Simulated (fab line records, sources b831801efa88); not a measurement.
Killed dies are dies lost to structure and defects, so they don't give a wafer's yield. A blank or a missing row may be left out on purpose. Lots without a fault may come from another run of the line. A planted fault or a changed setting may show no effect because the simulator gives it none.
Which tool did it? | flow sky130 | 10 lots, 30 wafers sampled, at 2 steps of a route of 708

WHAT THE GAUGES READ, wafer by wafer
SKY_LI_CONTACT_RS_MEAS_22: measures by four-point-probe.
lot  | measured     | on            | LI_CONTACT_W_RS (ohm/sq)
L233 | day 28 20:38 | film_metro-02 | 0.295 0.294 0.290
L240 | day 32 07:05 | film_metro-03 | 0.316 0.315 0.318
L243 | day 33 07:20 | film_metro-03 | 0.286 0.279 0.283
L242 | day 33 10:59 | film_metro-02 | 0.321 0.322 0.326
L245 | day 33 23:09 | film_metro-01 | 0.287 0.284 0.283
L246 | day 34 06:05 | film_metro-01 | 0.279 0.281 0.281
L251 | day 35 08:59 | film_metro-03 | 0.283 0.281 0.286
L252 | day 35 17:35 | film_metro-01 | 0.287 0.289 0.290
L254 | day 35 23:25 | film_metro-02 | 0.288 0.281 0.280
L255 | day 36 12:58 | film_metro-01 | 0.286 0.282 0.287

WHICH TOOL RAN EACH LOT (tool, then ch and the chambers of the sampled wafers, then the start)
lot  | SKY_LI_CONTACT_CVD_21
L233 | cvd_w-02 ch 0,1, day 28 20:31
L240 | cvd_w-02 ch 1, day 32 06:51
L243 | cvd_w-01 ch 0,1, day 33 07:13
L242 | cvd_w-02 ch 0,1, day 33 10:51
L245 | cvd_w-01 ch 0, day 33 22:55
L246 | cvd_w-01 ch 0, day 34 05:51
L251 | cvd_w-01 ch 0,1, day 35 08:52
L252 | cvd_w-01 ch 0,1, day 35 17:28
L254 | cvd_w-02 ch 0,1, day 35 23:18
L255 | cvd_w-02 ch 0,1, day 36 12:50
- SKY_LI_CONTACT_CVD_21: deposits W, target thk 400 nm, time 120.56 s.

THE ANSWER, worked out from the rows above alone
Rule: what is usual is taken from the lots themselves. Put in order of their means at a reading, lots are off if they are a third of the lots or fewer, leave a main group of 4 or more, and stand apart from it by a gap of 3 or more times the standard deviation of the main group's means; of several such gaps the widest counts. A main group whose means are all the same, to the digits that the tables above print for the reading, isn't used. A lot without any number at a reading at which 4 lots or more have one is off too. The other lots that the step has rows for count as sound.
Off: L240, L242, at SKY_LI_CONTACT_RS_MEAS_22 (LI_CONTACT_W_RS). The main group: mean 0.285 ohm/sq, standard deviation 0.0037.
A tool fits if, at a process step before that reading, it ran every lot that is off, and no sound lot after the first of them. The gauges at SKY_LI_CONTACT_RS_MEAS_22 are tried like those tools. None of those tried fits.

WHAT THE SIMULATOR HAD PUT IN
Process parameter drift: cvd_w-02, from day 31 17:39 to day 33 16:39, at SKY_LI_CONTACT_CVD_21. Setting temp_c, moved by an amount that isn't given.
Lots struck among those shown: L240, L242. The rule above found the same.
